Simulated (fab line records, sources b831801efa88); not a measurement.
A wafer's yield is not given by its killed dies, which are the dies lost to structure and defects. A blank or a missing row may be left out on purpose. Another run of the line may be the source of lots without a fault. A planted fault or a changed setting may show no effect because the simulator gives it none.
A struck lot beside a sound one ; flow gf180mcu ; 18 out of 602 route steps
Sound: wafers L206.1, L206.3, L206.6. Wafers L203.3, L203.4, L203.5 were the ones struck. The cause is given at the end.
At each step with rows: each side's tool, then ch and its chambers, then its first start. Under that, the readings that differ: sound wafers ; struck wafers ; difference of the means ; sigmas: that difference in standard deviations of wafers without a fault.
alike: readings whose means differ by less than 2 such deviations, and words and numbers that are the same on both sides. not compared: withheld readings, readings that some wafer has no value for, bounds like >300 that may hide the same value, and numbers for which the record gives no deviation and whose values overlap.
Wherever a step has rows on one side only, a row that says differs or no value, or a row with sigmas, the two part there. Numbers that have no deviation but don't overlap get no sigmas and don't part them. A reading missing from all wafers of one side parts the sides only when that side holds two or more wafers.

first, 3 steps without rows for these wafers: GF_V1_EXPOSE_11 (exposes mask Via1, target cd 260 nm); GF_V1_PEB_12 (peb time 90 s); GF_V1_DEVELOP_13 (develop time 60 s).
GF_V1_CD_MEAS_14: the cd target is 260 nm.
  struck on cd sem-01, day 22 19:51; sound on cd sem-01, day 23 18:42
  alike: cd nm
GF_V1_OVL_MEAS_15:
  struck on overlay-02, day 22 19:56; sound on overlay-01, day 23 18:49
  alike: V1_OVL
GF_V1_ETCH_16: etches BARC in N2/H2.
  sound on rie diel-02 ch 1,2, day 23 18:51; struck on rie diel-04 ch 0,2, day 22 19:58
  alike: chamber pressure mTorr, drypump motor current A, oes product au, throttle valve pct
GF_V1_ETCH_17: etches SiO2 in C4F8/O2/Ar, stops on TiN, target depth 630 nm.
  sound: rie diel-02 ch 1,2; struck: rie diel-04 ch 0,2
  alike: chamber pressure mTorr, oes product au
GF_V1_STRIP_18: strips in O2/N2.
  sound on plasma asher-01 ch 0,1, day 23 18:59; struck on plasma asher-03 ch 0,1, day 22 20:08
  alike: chamber pressure mTorr, drypump motor current A, heater power w, oes product au
  not compared: rf hours counter h
then, 3 steps without rows for these wafers: GF_V1_STRIP_19 (strips in post etch residue remover, time 1200 s); GF_V1_CLEAN_20 (cleans in DIW); GF_V1_SPUTTER_21 (material Ti, target thk 15 nm, time 80.02 s).
GF_V1_SPUTTER_22: material TiN, target thk 10 nm, time 40 s.
  struck on pvd sputter-03, day 22 21:03; sound on pvd sputter-03, day 23 19:35
  alike: throttle valve pct
GF_V1_CVD_23: deposits W, target thk 350 nm, time 105.05 s.
  sound on cvd w-02 ch 0,1, day 23 19:38; struck on cvd w-01 ch 0,1, day 22 21:08
reading;sound;struck;difference;sigmas
model.W_of_V1_CVD_23.thk nm (nm);356.1 351.3 352;301.5 295.7 301.1;-53.7;
  alike: heater power w
GF_V1_RS_MEAS_24: the measuring method here is four-point-probe.
  struck on film metro-02, day 22 21:14; sound on film metro-04, day 23 19:44
reading;sound;struck;difference;sigmas
V1_W_RS (ohm/sq);0.322 0.326 0.325;0.381 0.389 0.381;+0.059;+16
GF_V1_THK_MEAS_25: measures by xrf.
  struck on film metro-02, day 22 21:20; sound on film metro-04, day 23 19:52
reading;sound;struck;difference;sigmas
V1_W_THK (nm);358 351 353;304 297 304;-52;-11
GF_V1_CMP_26: polishes, stops on SiO2, t overpolish 15 s, target thk 0 nm.
  sound on cmp-02 ch 1,2,3, day 23 20:01; struck on cmp-02 ch 1,3, day 22 21:23
reading;sound;struck;difference;sigmas
time to endpoint s (s);79 81 85;73 73 76;-8;-2
  alike: motor current A, retaining ring pressure frac
GF_M2_SPUTTER_00: material Ti, target thk 37.5 nm, time 150 s.
  struck on pvd sputter-02, day 22 21:41; sound on pvd sputter-04, day 23 20:13
  alike: throttle valve pct
GF_PASSIVATION_PROBE_99:
  rows exist in the record for the sound wafers here (prober-01, day 33 06:29), none for the struck ones

WHERE THEY PART
At GF_V1_RS_MEAS_24 first; at GF_PASSIVATION_PROBE_99 last (within this record only).

WHY: the cause the simulator had injected
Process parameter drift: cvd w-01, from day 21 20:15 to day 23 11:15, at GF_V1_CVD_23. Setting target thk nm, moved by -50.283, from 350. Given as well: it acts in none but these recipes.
